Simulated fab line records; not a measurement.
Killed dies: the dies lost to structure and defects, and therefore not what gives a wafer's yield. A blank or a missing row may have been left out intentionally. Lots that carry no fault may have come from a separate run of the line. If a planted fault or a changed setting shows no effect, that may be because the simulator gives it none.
fab line records	flow sky130	part 1 of 2: steps 1 to 31 of 41
record: lots: 5	wafers: 15	last-day: 50
route steps=708 shown METAL4@623 VIA4@639 METAL5@661
lots untouched by any fault: they come from a run of this same line in which no faults occurred
start-h: hours from the record's first day to the start of the lot's first wafer shown	wait-h: hours elapsed since this lot's preceding step	" as in the row above	L1.1+2: a single row standing in for several wafers	- value missing, or start not given	* or withheld: withheld	< > ~ a bound
route shown NAME@n: a module of which the file shows steps, and the number in the route of the first	usual: average and standard deviation across the fault-free wafers	same: alike in all rows	chamber/n: place in a boat	sites: each site's reading	_std_site: how widely they spread, as a standard deviation	_edge_site: inner sites' mean taken away from outer sites' mean	radius-mm: how far each site lies from the wafer's centre	mask NAME#n: copy n	behind: the last tool/chamber to shape the wafer	hold: the reason the lot was held/the length of the hold in hours/how it ended	device: transistor that didn't switch, given as n, p or np	end of line: the tests these same wafers got at the end of their route	a step given without rows: its recipe and nothing more	killed: at the first sort, the dies lost to defects and structure; wafer yield is something else	map: dies across one wafer; x = killed, . = not, _ = none there
set.NAME: the setting the step ran with; set.NAME@STEP: the setting that earlier step ran with	model.NAME: the simulator's own value behind a step, which no gauge read
certain route steps with their lots: each step a table, each wafer a row
services: when a tool's chamber went out of use (start-h, in hours from the record's first day, below 0 if earlier), for how many hours, and the reason
== steps ==
step: SKY_METAL4_COAT_07
recipe: resist: BARC	temp-c: withheld	time-s: withheld	spin-rpm: 3000	resist-thk-nm: 60
lot.wafer	tool	chamber	start-h	wait-h
L074.1+5+6	litho-track-01	0	962.48	0.1
L086.3+4+6	litho-track-03	0	1053.33	0.1
L087.3+5+6	litho-track-03	0	1056.83	0.1
L088.1+4+5	litho-track-01	0	1066.48	0.1
L096.1+2+5	litho-track-01	0	1098.88	0.1
step: SKY_METAL4_COAT_08
recipe: resist: KrF-thick	spin-rpm: 3000	resist-thk-nm: 1140
lot.wafer	tool	chamber	start-h	wait-h
L074.1+5+6	litho-track-01	0	-	-
L086.3+4+6	litho-track-03	0	-	-
L087.3+5+6	litho-track-03	0	-	-
L088.1+4+5	litho-track-01	0	-	-
L096.1+2+5	litho-track-01	0	-	-
step: SKY_METAL4_SOFTBAKE_09
recipe: temp-c: 100	time-s: 90	resist: KrF-thick
lot.wafer	tool	chamber	start-h	wait-h
L074.1+5+6	litho-track-01	0	-	-
L086.3+4+6	litho-track-03	0	-	-
L087.3+5+6	litho-track-03	0	-	-
L088.1+4+5	litho-track-01	0	-	-
L096.1+2+5	litho-track-01	0	-	-
step: SKY_METAL4_EXPOSE_10
recipe: mask-id: MM4	na: 0.68	source-shape: annular	sigma-inner: 0.4	sigma-outer: 0.8	target-cd-nm: 300	dose-mj: 28
lot.wafer	tool	chamber	start-h	wait-h	mask
L074.1+5+6	krf-scanner-01	0	-	-	MM4#0
L086.3+4+6	krf-scanner-02	0	-	-	MM4#0
L087.3+5+6	krf-scanner-02	0	-	-	MM4#0
L088.1+4+5	krf-scanner-01	0	-	-	MM4#0
L096.1+2+5	krf-scanner-02	0	-	-	MM4#0
step: SKY_METAL4_PEB_11
recipe: peb-temp-c: withheld	peb-time-s: withheld	resist: KrF-thick
lot.wafer	tool	chamber	start-h	wait-h
L074.1+5+6	litho-track-04	0	-	-
L086.3+4+6	litho-track-01	0	-	-
L087.3+5+6	litho-track-03	0	-	-
L088.1+4+5	litho-track-04	0	-	-
L096.1+2+5	litho-track-01	0	-	-
step: SKY_METAL4_DEVELOP_12
recipe: develop-time-s: 60	resist: KrF-thick	dev-temp-c: 21
lot.wafer	tool	chamber	start-h	wait-h
L074.1+5+6	litho-track-04	0	-	-
L086.3+4+6	litho-track-01	0	-	-
L087.3+5+6	litho-track-03	0	-	-
L088.1+4+5	litho-track-04	0	-	-
L096.1+2+5	litho-track-01	0	-	-
step: SKY_METAL4_CD_MEAS_13
recipe: target-cd-nm: 300
usual: cd-nm: 299.9/1.5
lot.wafer	tool	chamber	start-h	wait-h	cd-nm
L074.1	cd-sem-02	-	974.17	-	297.8
L074.5	"	-	"	"	298.6
L074.6	"	-	"	"	298.9
L086.3	cd-sem-01	-	1064.07	-	300.1
L086.4	"	-	"	"	299.8
L086.6	"	-	"	"	298.8
L087.3	cd-sem-02	-	1067.27	-	301.4
L087.5	"	-	"	"	300.6
L087.6	"	-	"	"	300.2
L088.1	cd-sem-01	-	1077.27	-	301.3
L088.4	"	-	"	"	301.5
L088.5	"	-	"	"	300.2
L096.1	cd-sem-01	-	1109.58	-	301.3
L096.2	"	-	"	"	300.5
L096.5	"	-	"	"	300.1
step: SKY_METAL4_OVL_MEAS_14
usual: METAL4_OVL: 2/5.5
lot.wafer	tool	chamber	start-h	wait-h	METAL4_OVL[nm]
L074.1	overlay-01	-	974.29	0.1	-4
L074.5	"	-	"	"	0
L074.6	"	-	"	"	11
L086.3	overlay-01	-	1064.16	0.1	5
L086.4	"	-	"	"	13
L086.6	"	-	"	"	1
L087.3	overlay-01	-	1067.36	0.1	-3
L087.5	"	-	"	"	-1
L087.6	"	-	"	"	3
L088.1	overlay-01	-	1077.39	0.1	-2
L088.4	"	-	"	"	10
L088.5	"	-	"	"	4
L096.1	overlay-02	-	1109.70	0.1	-7
L096.2	"	-	"	"	1
L096.5	"	-	"	"	-4
step: SKY_METAL4_DESCUM_15
recipe: chemistry: O2	source-power-w: 150	bias-power-w: 0	pressure-mtorr: 10	temp-c: 40	time-s: 8
usual: drypump-motor-current-A: 5.7/0.42	oes-product-au: 1.002/0.012
lot.wafer	tool	chamber	start-h	wait-h	drypump-motor-current-A	oes-product-au	rf-hours-counter-h
L074.1	rie-metal-01	1	974.32	0.0	5.4	1.013	14
L074.5	"	0	"	"	6.2	1.000	-
L074.6	"	1	"	"	5.4	0.999	-
L086.3	rie-metal-01	1	1064.20	0.0	5.4	1.015	-
L086.4	"	0	"	"	6.2	0.990	-
L086.6	"	0	"	"	6.2	0.997	-
L087.3	rie-metal-03	1	1067.40	0.0	6.1	1.028	-
L087.5	"	0	"	"	5.1	1.010	-
L087.6	"	1	"	"	6.2	1.027	-
L088.1	rie-metal-03	0	1077.42	0.0	5.2	1.002	21
L088.4	"	1	"	"	6.2	1.019	-
L088.5	"	1	"	"	6.2	1.009	-
L096.1	rie-metal-01	0	1109.74	0.0	6.3	0.991	22
L096.2	"	1	"	"	5.4	1.007	23
L096.5	"	1	"	"	5.4	1.011	-
step: SKY_METAL4_ETCH_16
recipe: chemistry: N2/H2	target: BARC	ion-energy-ev: 200	bias-w: 100	pressure-mtorr: 30	n2-flow-sccm: 100	h2-flow-sccm: 200	icp-w: 500	stop-on: SiO2	time-s: 88.2	target-depth-a: 600
usual: drypump-motor-current-A: 5.7/0.42	oes-product-au: 0.626/0.0044	throttle-valve-pct: 13.205/0.0088
lot.wafer	tool	chamber	start-h	wait-h	drypump-motor-current-A	oes-product-au	rf-hours-counter-h	throttle-valve-pct
L074.1	rie-metal-01	1	974.36	0.0	5.4	0.623	14	13.206
L074.5	"	0	"	"	6.3	0.623	-	13.199
L074.6	"	1	"	"	5.4	0.629	-	13.198
L086.3	rie-metal-01	1	1064.25	0.0	5.3	0.621	-	13.204
L086.4	"	0	"	"	6.3	0.624	-	13.198
L086.6	"	0	"	"	6.3	0.624	-	13.208
L087.3	rie-metal-03	1	1067.45	0.0	6.2	0.628	-	13.208
L087.5	"	0	"	"	5.2	0.626	-	13.207
L087.6	"	1	"	"	6.2	0.623	-	13.202
L088.1	rie-metal-03	0	1077.46	0.0	5.2	0.624	21	13.205
L088.4	"	1	"	"	6.2	0.621	-	13.206
L088.5	"	1	"	"	6.2	0.622	-	13.212
L096.1	rie-metal-01	0	1109.77	0.0	6.2	0.628	22	13.217
L096.2	"	1	"	"	5.4	0.633	23	13.206
L096.5	"	1	"	"	5.3	0.619	-	13.209
step: SKY_METAL4_ETCH_17
recipe: target: SiO2	stop-on: TiN	chemistry: C4F8/O2/Ar	source-w: 1500	bias-w: 1200	pressure-mtorr: 40	c4f8-flow-sccm: withheld	O2_flow_sccm: 6	Ar_flow_sccm: 300	time-s: 3.9	target-depth-a: 150
usual: oes-product-au: 0.755/0.0075
lot.wafer	tool	chamber	start-h	wait-h	oes-product-au	rf-hours-counter-h
L074.1	rie-diel-03	2	974.45	0.1	0.764	15
L074.5	"	1	"	"	0.759	-
L074.6	"	2	"	"	0.754	-
L086.3	rie-diel-04	3	1064.32	0.0	0.764	20
L086.4	"	1	"	"	0.750	20
L086.6	"	2	"	"	0.758	-
L087.3	rie-diel-01	1	1067.52	0.0	0.739	11
L087.5	"	0	"	"	0.744	-
L087.6	"	2	"	"	0.755	-
L088.1	rie-diel-04	2	1077.55	0.1	0.759	18
L088.4	"	3	"	"	0.757	21
L088.5	"	0	"	"	0.765	-
L096.1	rie-diel-03	2	1109.87	0.1	0.753	20
L096.2	"	3	"	"	0.741	18
L096.5	"	2	"	"	0.749	-
step: SKY_METAL4_METAL_ETCH_18
recipe: target-depth-a: 8450	stop-on: SiO2	over-etch-frac: 0.3	time-s: 183.1	chemistry: Cl2/BCl3	resist-sidewall-deg: 88	pressure-mtorr: 10	icp-w: 900	bias-w: 48.5	Cl2_flow_sccm: 60	bcl3-flow-sccm: 30
usual: drypump-motor-current-A: 5.7/0.39	mfc-cl2-sccm: 59.97/0.17	oes-product-au: 0.867/0.0081	throttle-valve-pct: 22.264/0.0098
lot.wafer	tool	chamber	start-h	wait-h	drypump-motor-current-A	mfc-cl2-sccm	oes-product-au	rf-hours-counter-h	throttle-valve-pct
L074.1	rie-metal-03	0	974.47	0.0	5.2	60.07	0.867	14	22.266
L074.5	"	1	"	"	6.2	60.02	0.862	-	22.263
L074.6	"	0	"	"	5.2	59.90	0.873	-	22.248
L086.3	rie-metal-04	1	1064.40	0.1	5.3	60.08	0.866	-	22.249
L086.4	"	0	"	"	5.8	59.93	0.878	-	22.262
L086.6	"	0	"	"	5.8	59.90	0.882	-	22.268
L087.3	rie-metal-04	0	1067.59	0.1	5.8	60.18	0.874	-	22.263
L087.5	"	0	"	"	5.8	60.02	0.869	-	22.270
L087.6	"	1	"	"	5.3	60.05	0.864	-	22.263
L088.1	rie-metal-01	0	1077.57	0.0	6.3	59.73	0.873	19	22.250
L088.4	"	0	"	"	6.3	59.69	0.857	-	22.267
L088.5	"	1	"	"	5.3	59.90	0.854	-	22.257
L096.1	rie-metal-04	0	1109.90	0.0	5.8	59.94	0.853	17	22.259
L096.2	"	1	"	"	5.4	59.77	0.866	22	22.264
L096.5	"	0	"	"	5.8	60.00	0.872	-	22.271
step: SKY_METAL4_STRIP_19
recipe: chemistry: O2/N2	power-w: 1400	pressure-mtorr: 1500	platen-temp-c: withheld	o2-flow-sccm: 3000	n2-flow-sccm: 300	overash-fraction: 0.5
usual: drypump-motor-current-A: 5.60/0.2	oes-product-au: 0.503/0.0053	strip-time-to-endpoint-s: 6.55/0.088
lot.wafer	tool	chamber	start-h	wait-h	drypump-motor-current-A	oes-product-au	rf-hours-counter-h	strip-time-to-endpoint-s
L074.1	plasma-asher-01	1	974.65	0.1	5.47	0.505	87	6.55
L074.5	"	1	"	"	5.46	0.505	-	6.52
L074.6	"	0	"	"	5.59	0.504	-	6.54
L086.3	plasma-asher-03	1	1064.55	0.1	5.76	0.500	-	6.52
L086.4	"	0	"	"	5.26	0.508	-	6.63
L086.6	"	1	"	"	5.81	0.509	-	6.63
L087.3	plasma-asher-04	1	1067.75	0.1	5.97	0.513	-	6.56
L087.5	"	1	"	"	5.96	0.504	-	6.63
L087.6	"	0	"	"	5.66	0.499	-	6.55
L088.1	plasma-asher-01	0	1077.75	0.1	5.59	0.506	97	6.68
L088.4	"	0	"	"	5.57	0.502	-	6.58
L088.5	"	1	"	"	5.47	0.507	-	6.41
L096.1	plasma-asher-03	1	1110.07	0.1	5.75	0.508	4	6.61
L096.2	"	0	"	"	5.24	0.509	4	6.51
L096.5	"	0	"	"	5.26	0.508	-	6.64
step: SKY_METAL4_STRIP_20
recipe: chemistry: post-etch-residue-remover	time-s: 1200	temp-c: 72.5
lot.wafer	tool	chamber	start-h	wait-h
L074.1+5+6	wet-bench-03	0	974.75	0.1
L086.3+4+6	wet-bench-03	3	1064.61	0.0
L087.3+5+6	wet-bench-01	1	1067.81	0.0
L088.1+4+5	wet-bench-03	2	1077.85	0.1
L096.1+2+5	wet-bench-02	2	1110.17	0.1
step: SKY_METAL4_CLEAN_21
recipe: chemistry: IPA	time-s: 180	temp-c: 25
lot.wafer	tool	chamber	start-h	wait-h
L074.1+5+6	wet-bench-01	1	975.09	0.0
L086.3+4+6	wet-bench-02	2	1064.99	0.0
L087.3+5+6	wet-bench-01	3	1068.15	0.0
L088.1+4+5	wet-bench-01	1	1078.19	0.0
L096.1+2+5	wet-bench-01	2	1110.52	0.0
step: SKY_METAL4_CLEAN_22
recipe: chemistry: O3/DIW	dry: n2-spin
lot.wafer	tool	chamber	start-h	wait-h
L074.1+5+6	wet-bench-02	3	975.15	0.0
L086.3+4+6	wet-bench-03	2	1065.05	0.0
L087.3+5+6	wet-bench-01	1	1068.21	0.0
L088.1+4+5	wet-bench-01	0	1078.26	0.0
L096.1+2+5	wet-bench-03	3	1110.57	0.0
step: SKY_VIA4_HDPCVD_00
recipe: material: SiO2	target-thk-nm: 1750	sigma-open-frac: 0.3	time-s: 291.7	temp-c: 400	sih4-flow-sccm: 60	pressure-mtorr: 6
usual: pressure-mtorr: 6.000/0.012
lot.wafer	tool	chamber	start-h	wait-h	pressure-mtorr
L074.1	hdpcvd-01	0	975.25	0.0	5.998
L074.5	"	0	"	"	5.982
L074.6	"	2	"	"	6.006
L086.3	hdpcvd-02	2	1065.15	0.0	5.985
L086.4	"	1	"	"	5.993
L086.6	"	0	"	"	6.003
L087.3	hdpcvd-01	2	1068.30	0.0	5.994
L087.5	"	2	"	"	6.013
L087.6	"	1	"	"	6.003
L088.1	hdpcvd-02	0	1078.36	0.0	6.016
L088.4	"	1	"	"	6.004
L088.5	"	0	"	"	6.016
L096.1	hdpcvd-01	1	1110.67	0.0	5.988
L096.2	"	2	"	"	6.006
L096.5	"	2	"	"	6.002
step: SKY_VIA4_THK_MEAS_01
recipe: reads: SiO2_of_VIA4_HDPCVD_00
usual: VIA4_HDPCVD_THK: 1747/23
lot.wafer	tool	chamber	start-h	wait-h	VIA4_HDPCVD_THK[nm]
L074.1	film-metro-04	-	975.43	0.1	1760
L074.5	"	-	"	"	1731
L074.6	"	-	"	"	1765
L086.3	film-metro-03	-	1065.34	0.1	1738
L086.4	"	-	"	"	1770
L086.6	"	-	"	"	1731
L087.3	film-metro-03	-	1068.50	0.1	1746
L087.5	"	-	"	"	1747
L087.6	"	-	"	"	1745
L088.1	film-metro-04	-	1078.54	0.1	1749
L088.4	"	-	"	"	1828
L088.5	"	-	"	"	1761
L096.1	film-metro-04	-	1110.93	0.2	1736
L096.2	"	-	"	"	1739
L096.5	"	-	"	"	1758
step: SKY_VIA4_CMP_02
recipe: material: SiO2	down-force-psi: 4	platen-rpm: 60	pad-velocity-m-s: 0.94248
usual: motor-current-A: 12.4/1.2
lot.wafer	tool	chamber	start-h	wait-h	motor-current-A
L074.1	cmp-02	1	975.49	0.1	10.9
L074.6	"	1	"	"	11.7
L074.5	"	2	"	"	12.5
L086.3	cmp-02	2	1065.38	0.0	12.6
L086.4	"	3	"	"	12.2
L086.6	"	3	"	"	11.9
L087.3	cmp-01	3	1068.64	0.1	13.6
L087.6	"	1	"	"	14.1
L087.5	"	2	"	"	10.8
L088.1	cmp-02	1	1078.70	0.1	12.0
L088.4	"	2	"	"	12.8
L088.5	"	0	"	"	11.3
L096.2	cmp-02	3	1110.99	0.0	12.9
L096.1	"	0	"	"	10.9
L096.5	"	3	"	"	12.2
step: SKY_VIA4_BOW_MEAS_03
recipe: mode: bow
usual: VIA4_BOW: 79/9.4
lot.wafer	tool	chamber	start-h	wait-h	VIA4_BOW[um]
L074.1	film-metro-04	-	975.79	0.2	73
L074.5	"	-	"	"	74
L074.6	"	-	"	"	79
L086.3	film-metro-03	-	1065.72	0.3	82
L086.4	"	-	"	"	66
L086.6	"	-	"	"	88
L087.3	film-metro-02	-	1068.88	0.2	91
L087.5	"	-	"	"	83
L087.6	"	-	"	"	95
L088.1	film-metro-02	-	1078.90	0.1	63
L088.4	"	-	"	"	90
L088.5	"	-	"	"	78
L096.1	film-metro-04	-	1111.29	0.2	72
L096.2	"	-	"	"	76
L096.5	"	-	"	"	71
step: SKY_VIA4_DEHYDRATE_04
recipe: temp-c: 200	time-s: 60
lot.wafer	tool	chamber	start-h	wait-h
L074.1+5+6	litho-track-02	0	987.41	11.6
L086.3+4+6	litho-track-01	0	1075.83	10.1
L087.3+5+6	litho-track-01	0	1079.33	10.4
L088.1+4+5	litho-track-01	0	1088.48	9.6
L096.1+2+5	litho-track-04	0	1120.52	9.2
step: SKY_VIA4_HMDS_05
recipe: prime-time-s: 60	prime-temp-c: 120
lot.wafer	tool	chamber	start-h	wait-h
L074.1+5+6	litho-track-02	0	987.56	0.1
L086.3+4+6	litho-track-01	0	1075.98	0.1
L087.3+5+6	litho-track-01	0	1079.48	0.1
L088.1+4+5	litho-track-01	0	1088.63	0.1
L096.1+2+5	litho-track-04	0	1120.67	0.1
step: SKY_VIA4_COAT_06
recipe: resist: NOVOLAK	spin-rpm: 2942	resist-thk-nm: 1140
lot.wafer	tool	chamber	start-h	wait-h
L074.1+5+6	litho-track-02	0	987.71	0.1
L086.3+4+6	litho-track-01	0	1076.13	0.1
L087.3+5+6	litho-track-01	0	1079.63	0.1
L088.1+4+5	litho-track-01	0	1088.78	0.1
L096.1+2+5	litho-track-04	0	1120.82	0.1
step: SKY_VIA4_SOFTBAKE_07
recipe: temp-c: 90	time-s: 60	resist: NOVOLAK
lot.wafer	tool	chamber	start-h	wait-h
L074.1+5+6	litho-track-02	0	987.86	0.1
L086.3+4+6	litho-track-01	0	1076.28	0.1
L087.3+5+6	litho-track-01	0	1079.78	0.1
L088.1+4+5	litho-track-01	0	1088.93	0.1
L096.1+2+5	litho-track-04	0	1120.97	0.1
step: SKY_VIA4_EXPOSE_08
recipe: mask-id: VIM4	na: 0.6	source-shape: conventional	sigma-outer: 0.6	polarization: unpolarized	target-cd-nm: 800	dose-mj: 132
lot.wafer	tool	chamber	start-h	wait-h	mask
L074.1+5+6	iline-stepper-01	0	-	-	VIM4#0
L086.3+4+6	iline-stepper-01	0	-	-	VIM4#0
L087.3+5+6	iline-stepper-01	0	-	-	VIM4#0
L088.1+4+5	iline-stepper-02	0	-	-	VIM4#0
L096.1+2+5	iline-stepper-02	0	-	-	VIM4#0
step: SKY_VIA4_PEB_09
recipe: temp-c: withheld	time-s: *	resist: NOVOLAK
lot.wafer	tool	chamber	start-h	wait-h
L074.1+5+6	litho-track-01	0	-	-
L086.3+4+6	litho-track-02	0	-	-
L087.3+5+6	litho-track-02	0	-	-
L088.1+4+5	litho-track-04	0	-	-
L096.1+2+5	litho-track-02	0	-	-
step: SKY_VIA4_DEVELOP_10
recipe: resist: NOVOLAK	developer: TMAH	develop-time-s: 60	dev-temp-c: 23
lot.wafer	tool	chamber	start-h	wait-h
L074.1+5+6	litho-track-01	0	999.83	0.1
L086.3+4+6	litho-track-02	0	1086.81	0.1
L087.3+5+6	litho-track-02	0	1089.71	0.1
L088.1+4+5	litho-track-04	0	1099.42	0.1
L096.1+2+5	litho-track-02	0	1130.61	0.1
step: SKY_VIA4_OVL_MEAS_11
usual: VIA4_OVL: 0.4/1.2
lot.wafer	tool	chamber	start-h	wait-h	VIA4_OVL[nm]
L074.1	overlay-02	-	999.98	0.1	-0.2
L074.5	"	-	"	"	-0.2
L074.6	"	-	"	"	0.7
L086.3	overlay-02	-	1086.92	0.1	-0.5
L086.4	"	-	"	"	0.1
L086.6	"	-	"	"	-1.4
L087.3	overlay-02	-	1089.82	0.1	-0.3
L087.5	"	-	"	"	1.2
L087.6	"	-	"	"	0.2
L088.1	overlay-01	-	1099.57	0.1	-1.1
L088.4	"	-	"	"	0.3
L088.5	"	-	"	"	0.1
L096.1	overlay-02	-	1130.76	0.1	0.1
L096.2	"	-	"	"	0.5
L096.5	"	-	"	"	0.5
step: SKY_VIA4_ETCH_12
recipe: target: SiO2	chemistry: C4F8/O2/Ar	stop-on: TiN	mask-material: NOVOLAK	source-w: 1500	bias-w: 1200	pressure-mtorr: 40	c4f8-flow-sccm: withheld	O2_flow_sccm: 6	Ar_flow_sccm: 300	time-s: withheld	target-depth-a: 5800
usual: oes-product-au: 0.925/0.0051
lot.wafer	tool	chamber	start-h	wait-h	oes-product-au
L074.1	rie-diel-03	3	1000.02	0.0	0.921
L074.5	"	0	"	"	0.922
L074.6	"	3	"	"	0.922
L086.3	rie-diel-03	0	1086.95	0.0	0.923
L086.4	"	3	"	"	0.927
L086.6	"	3	"	"	0.933
L087.3	rie-diel-03	1	1089.85	0.0	0.920
L087.5	"	2	"	"	0.923
L087.6	"	3	"	"	0.930
L088.1	rie-diel-01	1	1099.60	0.0	0.930
L088.4	"	2	"	"	0.926
L088.5	"	2	"	"	0.928
L096.1	rie-diel-02	1	1130.80	0.0	0.930
L096.2	"	2	"	"	0.935
L096.5	"	1	"	"	0.921
step: SKY_VIA4_STRIP_13
recipe: chemistry: O2/N2	power-w: 1400	pressure-mtorr: 1500	platen-temp-c: withheld	o2-flow-sccm: 3000	n2-flow-sccm: 300	overash-fraction: 0.5
usual: drypump-motor-current-A: 5.52/0.21	oes-product-au: 0.710/0.0052	strip-time-to-endpoint-s: 12.90/0.051
lot.wafer	tool	chamber	start-h	wait-h	drypump-motor-current-A	oes-product-au	rf-hours-counter-h	strip-time-to-endpoint-s
L074.1	plasma-asher-02	1	1000.09	-	5.25	0.710	24	12.91
L074.5	"	1	"	"	5.22	0.716	-	12.87
L074.6	"	0	"	"	5.76	0.702	-	12.94
L086.3	plasma-asher-01	0	1087.05	-	5.58	0.713	-	12.87
L086.4	"	1	"	"	5.46	0.708	-	12.93
L086.6	"	1	"	"	5.47	0.711	-	12.90
L087.3	plasma-asher-01	0	1089.95	-	5.58	0.713	-	12.91
L087.5	"	1	"	"	5.45	0.708	-	12.90
L087.6	"	0	"	"	5.58	0.712	-	12.92
L088.1	plasma-asher-03	0	1099.68	-	5.27	0.718	3	12.81
L088.4	"	1	"	"	5.81	0.713	-	12.84
L088.5	"	1	"	"	5.80	0.706	-	12.84
L096.1	plasma-asher-01	0	1130.87	-	5.57	0.702	102	12.90
L096.2	"	1	"	"	5.45	0.713	102	12.98
L096.5	"	1	"	"	5.44	0.707	-	12.93
step: SKY_VIA4_STRIP_14
recipe: chemistry: post-etch-residue-remover	time-s: 1200	temp-c: 72.5
lot.wafer	tool	chamber	start-h	wait-h
L074.1+5+6	wet-bench-02	3	1000.19	0.1
L086.3+4+6	wet-bench-02	2	1087.12	0.0
L087.3+5+6	wet-bench-02	1	1090.02	0.0
L088.1+4+5	wet-bench-02	2	1099.78	0.1
L096.1+2+5	wet-bench-03	0	1131.01	0.1
